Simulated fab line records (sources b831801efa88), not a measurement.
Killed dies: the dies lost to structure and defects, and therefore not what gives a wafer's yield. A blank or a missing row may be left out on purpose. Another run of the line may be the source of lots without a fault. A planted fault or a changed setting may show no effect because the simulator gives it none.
Chamber matching	flow gf180mcu	cmp-02 running GF_V5_CMP_26: 4 sister chambers
The step polishes, stops on SiO2, t overpolish 15 s, target thk 0 nm. 14 wafers are shown with their chamber, then 7 later ones without.

## WAFERS PAIRED WITH THEIR CHAMBERS
wafer	chamber	motor_current_A (A)	retaining_ring_pressure_frac	overpolish_run_s (s)
L252.2	0	13.1	0.987	14.985
L252.3	1	11.0	0.999	14.996
L252.4	2	10.4	0.993	14.996
L253.2	2	10.2	1.000	15.004
L253.3	3	11.4	1.000	15.014
L253.6	3	11.7	1.000	15.015
L256.2	0	13.2	1.001	14.995
L256.3	3	11.0	1.002	14.994
L256.4	1	10.7	0.994	14.993
L257.3	3	11.1	1.000	14.992
L257.4	2	10.5	0.989	15.006
L257.6	1	10.0	1.010	14.991
L261.1	0	13.6	1.000	15.023
L261.3	2	9.5	0.993	14.991

SIGNATURES (averages over the wafers above)
reading	chamber 0	chamber 1	chamber 2	chamber 3	scatter within a chamber
motor_current_A	13.300	10.567	10.150	11.300	0.397
retaining_ring_pressure_frac	0.99600	1.00100	0.99375	1.00050	0.00567
overpolish_run_s	15.00100	14.99333	14.99925	15.00375	0.0118
Rule: a wafer lies at a distance from a chamber equal to the root of the sum of squares, over the readings, of (its reading less the chamber's mean, divided by the reading's scatter). If the next closest chamber is less than 2 further off than the closest, the wafer can't be placed; otherwise it belongs to the closest. The scatter: take each reading less its chamber's mean, square it, sum over the shown wafers, divide by the number of wafers less the number of chambers, and take the root.

## WAFERS MISSING THEIR CHAMBER
wafer	motor_current_A (A)	retaining_ring_pressure_frac	overpolish_run_s (s)
L261.6	9.9	0.994	14.998
L272.2	10.3	0.993	14.982
L272.3	12.9	0.996	15.008
L272.6	10.1	0.999	15.008
L273.2	10.7	1.003	15.002
L273.3	13.5	1.005	14.998
L273.6	10.6	1.010	15.004

## EACH ONE'S CHAMBER
wafer	from the rows above	in truth
L261.6	can't be placed: 2 or 1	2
L272.2	can't be placed: 2 or 1 or 3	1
L272.3	0	0
L272.6	can't be placed: 2 or 1 or 3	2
L273.2	can't be placed: 1 or 3 or 2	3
L273.3	0	0
L273.6	can't be placed: 1 or 3 or 2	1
2 of 7 placed correctly. Unplaceable from these rows: 5, with the true chamber sitting among the candidates in 5. 0 placed wrongly.
